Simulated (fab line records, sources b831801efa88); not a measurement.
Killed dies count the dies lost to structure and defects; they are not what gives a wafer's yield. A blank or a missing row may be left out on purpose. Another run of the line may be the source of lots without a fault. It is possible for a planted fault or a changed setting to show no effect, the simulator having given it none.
Problem report in the 8D (eight disciplines) form, filled by code | flow sky130 | the parts of the form that need people (team, actions taken, sign-off) are left out

## 1. WHAT WENT WRONG
Across 4 wafers from 2 lots, VIA3_W_RS at SKY_VIA3_RS_MEAS_22 averages 0.1579 ohm/sq, while fault-free wafers read 0.2945 ohm/sq with a standard deviation of 0.0027. Relative to the usual mean, that is a shift of -51 standard deviations.
The step: measures by four-point-probe.
Seen first at day 43 17:31 on filmMetro-04, wafer L788.2. The record holds 33 wafers of 11 lots with a number at this step. Rule for "out", or "out of limits": more than 4 standard deviations from the usual mean. All remaining wafers that have a number are taken as sound.

## 2. WHAT IT IS AND WHAT IT IS NOT
question                    | is                             | is not
which readings at this step | VIA3_W_RS                      | -
which lots                  | L788, L789                     | L775, L776, L778, L780, L781, L785, L790, L792, L794
which wafers of those lots  | L788.2, L788.3, L788.6, L789.6 | L789.3, L789.5
read on which gauges        | filmMetro-03, filmMetro-04     | filmMetro-02
when                        | from day 43 17:31              | up to then (18 sound wafers); but 11 sound wafers of L789, L790, L792, L794 came after

## 3. WHAT RULES OUT EACH SUSPECT
Counting: any tool at a process step up to the reading remains a suspect provided it ran every lot that is out. Sound lots after the first of them don't rule it out here, since some wafers of a struck lot are sound.
- the gauge at SKY_VIA3_RS_MEAS_22 is ruled out. Those wafers that are out were read across 2 gauges (filmMetro-03, filmMetro-04).
- cvdW-02 at SKY_VIA3_CVD_21 (deposits W, target thk 390 nm, time 117.31 s): kept. Every lot that is out went through it, the first being L788 (day 43 17:23); the last sound lot it ran before that was L785 (day 43 09:16).
- At SKY_VIA3_CVD_21 on cvdW-02, chamber 0 took the sound wafers of the same lots and chamber 1 took the wafers that are out.
Left after counting: cvdW-02 at SKY_VIA3_CVD_21.

## 4. THE CAUSE (what the simulator had put in)
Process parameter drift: cvdW-02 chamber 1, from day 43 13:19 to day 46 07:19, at SKY_VIA3_CVD_21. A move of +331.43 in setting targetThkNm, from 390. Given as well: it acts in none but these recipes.
After counting, this tool was the only one left.

## 5. THE EFFECT CHAIN, in route order
Rows list readings where the struck wafers' mean (over those with a number) sits beyond 3 standard deviations from the usual. Only readings for which the record gives a usual standard deviation are gone through. hours: the time from each lot's start at the first step in this table that gives one to its start at this step, as a median over the lots. sigmas: the change in usual standard deviations.
hours | step                | reading         | usual         | on struck wafers | change  | sigmas
0     | SKY_VIA3_RS_MEAS_22 | VIA3_W_RS       | 0.2945 ohm/sq | 0.1579           | -0.1366 | -51
61    | SKY_VIA3_CMP_24     | timeToEndpointS | 95 s          | 175              | +80     | +20
Its process steps:
- SKY_VIA3_CMP_24: polishes, stops on SiO2, t overpolish 20 s, target thk 0 nm.
Later steps that measure or inspect, where all struck wafers having a row at the step show a number for every such reading and not one has moved that far: SKY_CAP2M_RS_MEAS_03.

## 6. HOW IT WOULD HAVE BEEN CAUGHT EARLIER
The first out-of-limits reading at a measuring or inspecting step in this record came at day 43 17:31, 4 hours after the fault's start at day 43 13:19.
An alarm limit of 4 standard deviations would not have fired on the tool readings at SKY_VIA3_CVD_21 for which the record gives a usual standard deviation, since none of them was out on any struck wafer.
L789, from the lots that are out (2), started SKY_VIA3_CVD_21 on cvdW-02 later than day 43 17:31. It would have been spared by a hold on the tool at that moment.
